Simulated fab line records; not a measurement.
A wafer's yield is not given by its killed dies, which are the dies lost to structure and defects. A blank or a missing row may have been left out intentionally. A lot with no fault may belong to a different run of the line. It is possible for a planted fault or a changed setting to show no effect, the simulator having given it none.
A lot that was struck, set against a sound lot || flow gf180mcu || 14 steps out of a route of 602
Sound: these wafers, L412.1, L412.2, L412.4. The struck wafers were L402.2, L402.3, L402.5. The cause is given at the end.
Order at every step that has rows: each side's tool, ch and its chambers, its first start. Under that, the readings that differ: sound wafers || struck wafers || difference of the means || sigmas: that difference in standard deviations of wafers without a fault.
alike: readings whose means differ by less than 2 such deviations, and words and numbers that are the same on both sides. not compared: withheld readings, readings that some wafer has no value for, bounds like >300 that may hide the same value, and numbers for which the record gives no deviation and whose values overlap.
Wherever a step has rows on one side only, a row that says differs or no value, or a row with sigmas, the two part there. Numbers that don't overlap but have no deviation are shown without sigmas and don't part them. A reading that every wafer of one side lacks parts them only if that side has two wafers or more.

first, 2 steps without rows for these wafers: GF_M3_CLEAN_19 (cleans in DIW); GF_V3_CVD_00 (deposits SiO2, target thk 600 nm, time 100 s).
GF_V3_THK_MEAS_01:
  sound on film_metro-04, day 26 19:02; struck on film_metro-03, day 23 00:28
  alike: V3_CVD_00_THK
GF_V3_CVD_02: deposits SiO2 from TEOS, target thk 850 nm, time 94.851 s.
  sound on pecvd-01 ch 1,2, day 26 19:06; struck on pecvd-02 ch 0,2, day 23 00:31
  alike: heater_power_w
GF_V3_THK_MEAS_03:
  sound on film_metro-03, day 26 19:10; struck on film_metro-04, day 23 00:36
  alike: V3_CVD_02_THK
GF_V3_CMP_04: polishes SiO2.
  sound on cmp-01 ch 0,2,3, day 26 19:17; struck on cmp-02 ch 0,1, day 23 00:42
  alike: edge_zone_pressure_frac, motor_current_A, time_to_endpoint_s
GF_V3_BOW_MEAS_05:
  sound on film_metro-02, day 26 19:32; struck on film_metro-04, day 23 00:58
  alike: V3_BOW
then, 5 steps without rows for these wafers: GF_V3_DEHYDRATE_06 (time 60 s); GF_V3_HMDS_07 (prime time 60 s); GF_V3_COAT_08; GF_V3_COAT_09 (resist thk 1000 nm); GF_V3_SOFTBAKE_10 (time 60 s).
GF_V3_EXPOSE_11: exposes mask Via3, target cd 260 nm.
  struck on krf_scanner-02, day 23 12:11; sound on krf_scanner-01 ch 0, day 27 05:38
  no value came back on the struck wafers for exposure_dose_mJ_cm2, focus_offset_nm (nm); on the sound wafers exposure_dose_mJ_cm2 reads 38.03 38.00 38.02
  alike: mask
then, 1 step without rows for these wafers: GF_V3_PEB_12 (peb time 90 s).

WHERE THEY PART
GF_V3_EXPOSE_11 only, going by this record.

WHY: what had been put in by the simulator
Skipped step whole: krf_scanner-02, from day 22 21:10 on, at GF_V3_EXPOSE_11. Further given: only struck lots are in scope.
